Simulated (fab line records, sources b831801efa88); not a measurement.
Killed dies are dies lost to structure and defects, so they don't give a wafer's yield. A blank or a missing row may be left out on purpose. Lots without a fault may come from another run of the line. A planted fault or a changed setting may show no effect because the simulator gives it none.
One fault seen from 2 desks | flow sky130 | each desk has only its own numbers; what lay behind them comes last

THE METROLOGY DESK
What the gauges read, lot by lot, whatever tool the lot ran on: means of the sampled wafers that have a number. A lot is out of limits, marked OUT, if its mean lies more than 4 standard deviations from the usual mean; the brackets give that distance.
Columns: A = VIA4_OVL at SKY_VIA4_OVL_MEAS_11, usual 0.0 nm; B = VIA4_W_RS at SKY_VIA4_RS_MEAS_19, usual 0.227 ohm/sq; C = VIA4_W_THK at SKY_VIA4_THK_MEAS_20, usual 491 nm
lot  | first seen here | A    | B               | C
L429 | day 45 08:45    | 2.0  | 0.232           | 483
L440 | day 49 19:45    | -0.3 | 0.226           | 494
L441 | day 50 04:34    | -1.3 | 0.167 (-19) OUT | 690 (+28) OUT
L444 | day 50 05:16    | 0.2  | 0.226           | 494
L442 | day 50 08:42    | 0.1  | 0.170 (-18) OUT | 686 (+27) OUT
L449 | day 50 10:38    | -1.6 | 0.226           | 492
This desk's finding: out of limits on L441, L442; first on L441, day 50 05:29 (VIA4_W_RS at SKY_VIA4_RS_MEAS_19). In limits: L429, L440, L444, L449.

THE TOOL OWNER'S DESK: cvd_w-01
The tool's own readings at SKY_VIA4_CVD_18 (deposits W, target thk 505 nm, time 152.14 s): means of the sampled wafers that have a number, for each lot that ran on this tool. A lot is out of limits, marked OUT, if its mean lies more than 4 standard deviations from the usual mean; the brackets give that distance.
Columns: A = heater_power_w at SKY_VIA4_CVD_18, usual 847 W
lot  | first seen here | A
L440 | day 49 20:33    | 1002
L441 | day 50 05:20    | 911
L442 | day 50 09:28    | 818
This desk's finding: nothing out of limits on any of the 3 lots.

PUT TOGETHER
The metrology desk could have raised an alarm at day 50 05:29, on L441, L442.
The tool owner's desk saw nothing out of limits.
The tool owner's desk has L441, L442 on record, within its limits.
Of the lots named, all ran SKY_VIA4_CVD_18 on cvd_w-01.

WHAT THE SIMULATOR HAD PUT IN
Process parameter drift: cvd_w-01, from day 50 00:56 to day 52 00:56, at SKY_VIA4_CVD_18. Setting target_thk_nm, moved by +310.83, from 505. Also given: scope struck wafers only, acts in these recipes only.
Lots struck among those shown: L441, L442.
Hours from the fault's start to each desk's first reading out of limits: the metrology desk, 5.
